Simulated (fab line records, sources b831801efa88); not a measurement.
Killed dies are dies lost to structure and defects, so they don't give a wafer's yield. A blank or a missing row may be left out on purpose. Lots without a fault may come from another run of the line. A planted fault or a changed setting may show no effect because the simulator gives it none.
Problem report in the 8D (eight disciplines) form, filled by code | flow sky130 | the parts of the form that need people (team, actions taken, sign-off) are left out

1. THE PROBLEM
VT_ADJUST_HVTP_TW at SKY_VT_ADJUST_HVTP_TW_MEAS_11 reads a mean of 1414 on 6 wafers of 2 lots; wafers without a fault read 1354 with a standard deviation of 11. That is +5.4 standard deviations from the usual mean.
First seen on wafer L107.2, day 11 10:48, on film_metro-03. The record holds 39 wafers of 13 lots with a number at this step. Rule for "out", or "out of limits": more than 4 standard deviations from the usual mean. The other wafers with a number count as sound.

2. WHAT IT IS AND WHAT IT IS NOT
question                    | is                     | is not
which readings at this step | VT_ADJUST_HVTP_TW      | -
which lots                  | L107, L109             | L100, L103, L987, L988, L990, L991, L993, L996, L997, L998, L999
which wafers of those lots  | all that have a number | -
read on which gauges        | film_metro-03          | film_metro-01, film_metro-02
when                        | from day 11 10:48      | up to then (33 sound wafers)

3. SUSPECTS, AND WHAT RULES EACH OUT
Counting: a tool at a process step up to the reading stays a suspect if it ran every lot that is out and no sound lot after the first of them.
- the gauge at SKY_VT_ADJUST_HVTP_TW_MEAS_11: ruled out. All the wafers that are out were read on film_metro-03, but those of them that SKY_VT_ADJUST_HVTP_IMPLANT_09 has rows for are out there too, on other tools.
- implanter-02 at SKY_VT_ADJUST_HVTP_IMPLANT_09: kept. It ran every lot that is out, first L107 (day 11 10:34), and no sound lot after that; its last sound lot up to then is L999 (day 9 04:47). Its own readings are out on those wafers: beam_energy_keV.
Left after counting: implanter-02 at SKY_VT_ADJUST_HVTP_IMPLANT_09.

4. THE CAUSE (what the simulator had put in)
Process parameter drift: implanter-02, from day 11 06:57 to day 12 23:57, at SKY_VT_ADJUST_HVTP_IMPLANT_09. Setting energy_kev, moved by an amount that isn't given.
Counting left only this tool.

5. THE CHAIN OF EFFECTS, in route order
Each row: a reading whose mean over the struck wafers that have a number lies more than 3 standard deviations from the usual. Only readings for which the record gives a usual standard deviation are gone through. hours: the time from each lot's start at the first step in this table that gives one to its start at this step, as a median over the lots. sigmas: the change in usual standard deviations.
hours | step                          | reading           | usual  | on struck wafers | change | sigmas
0     | SKY_VT_ADJUST_HVTP_IMPLANT_09 | beam_energy_keV   | 150.00 | 169.39           | +19.39 | +99 or more
0     | SKY_VT_ADJUST_HVTP_TW_MEAS_11 | VT_ADJUST_HVTP_TW | 1354   | 1414             | +60    | +5.4
The process steps in it:
- SKY_VT_ADJUST_HVTP_IMPLANT_09
Later measuring or inspecting steps at which every struck wafer that the step has a row for has a number for every such reading, and none has moved that far: SKY_LI_CONTACT_THK_MEAS_23.

6. WHAT WOULD HAVE CAUGHT IT SOONER
In this record the first reading out of limits at a measuring or inspecting step was taken at day 11 10:48, 4 hours after the fault began at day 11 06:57.
The tool's own readings at SKY_VT_ADJUST_HVTP_IMPLANT_09 were out on every struck wafer that the step has a row for (beam_energy_keV): an alarm limit on them would have fired on the first of those.
Of the lots that are out (2), L109 began SKY_VT_ADJUST_HVTP_IMPLANT_09 on implanter-02 after day 11 10:48. A hold on the tool at that time would have spared it.
